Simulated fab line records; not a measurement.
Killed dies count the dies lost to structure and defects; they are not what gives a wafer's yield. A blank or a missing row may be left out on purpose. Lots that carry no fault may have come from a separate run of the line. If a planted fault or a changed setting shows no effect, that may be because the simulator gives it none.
2 desks looking at one fault :: flow gf180mcu :: what lay behind the numbers comes last; until then each desk has only its own

THE METROLOGY DESK
What the gauges read for every lot (on any tool): the sampled wafers with a number, averaged. A lot is out of limits, marked OUT, if its mean lies more than 4 standard deviations from the usual mean; the brackets give that distance.
Columns: A = V1_W_RS at GF_V1_RS_MEAS_24, usual 0.329 ohm/sq; B = V2_W_RS at GF_V2_RS_MEAS_24, usual 0.330 ohm/sq; C = V2_W_THK at GF_V2_THK_MEAS_25, usual 353 nm
lot: L159
first seen here: day 19 22:17
A: 0.325
B: 0.329
C: 352

lot: L161
first seen here: day 20 17:10
A: 0.327
B: 0.325
C: 357

lot: L160
first seen here: day 20 19:49
A: 0.327
B: 0.332
C: 351

lot: L163
first seen here: day 21 13:26
A: 0.327
B: 0.331
C: 352

lot: L165
first seen here: day 22 08:40
A: 0.326
B: 0.333
C: 347

lot: L166
first seen here: day 22 16:26
A: 0.328
B: 0.336
C: 349

lot: L168
first seen here: day 23 05:31
A: 0.332
B: 0.173 (-47) OUT
C: -

lot: L169
first seen here: day 23 15:25
A: 0.330
B: 0.175 (-47) OUT
C: -

lot: L175
first seen here: day 25 11:36
A: 0.324
B: 0.328
C: 356

lot: L176
first seen here: day 25 19:23
A: 0.335
B: 0.325
C: 359

lot: L177
first seen here: day 26 10:59
A: 0.330
B: 0.331
C: 353
Finding of this desk: L168, L169 out of limits, first seen on L168 at day 25 04:26 (V2_W_RS at GF_V2_RS_MEAS_24). Within limits: L159, L161, L160, L163, L165, L166, L175, L176, L177.

AT THE TOOL OWNER'S DESK: cvd-w-02
The tool's own readings at GF_V2_CVD_23 (deposits W, target thk 350 nm, time 104.94 s): means of the sampled wafers that have a number, for each lot that ran on this tool. A lot is out of limits, marked OUT, if its mean lies more than 4 standard deviations from the usual mean; the brackets give that distance.
Columns: A = chamber-pressure-Torr at GF_V2_CVD_23, usual 40.00 Torr; B = heater-power-w at GF_V2_CVD_23, usual 858 W
lot: L161
first seen here: day 22 19:11
A: 39.94
B: 921

lot: L160
first seen here: day 22 21:58
A: 40.11
B: 816

lot: L165
first seen here: day 24 08:07
A: 39.93
B: 813

lot: L166
first seen here: day 24 16:43
A: 39.88
B: 712

lot: L168
first seen here: day 25 04:19
A: 40.05
B: 1015

lot: L169
first seen here: day 25 14:14
A: 40.03
B: 1019
Result from this desk: across the 6 lots, nothing is out of limits.

ALL TOGETHER
At day 25 04:26 the metrology desk could have sounded an alarm, on L168, L169.
The tool owner's desk saw nothing out of limits.
The tool owner's desk has L168, L169 on record, within its limits.
The lots listed all ran GF_V2_CVD_23 on cvd-w-02.

WHAT THE SIMULATOR HAD INSERTED
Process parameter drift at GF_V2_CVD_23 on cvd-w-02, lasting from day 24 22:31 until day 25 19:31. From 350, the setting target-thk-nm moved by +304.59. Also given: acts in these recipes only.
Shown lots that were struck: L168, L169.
Hours from the fault's start to each desk's first reading out of limits: the metrology desk, 6.
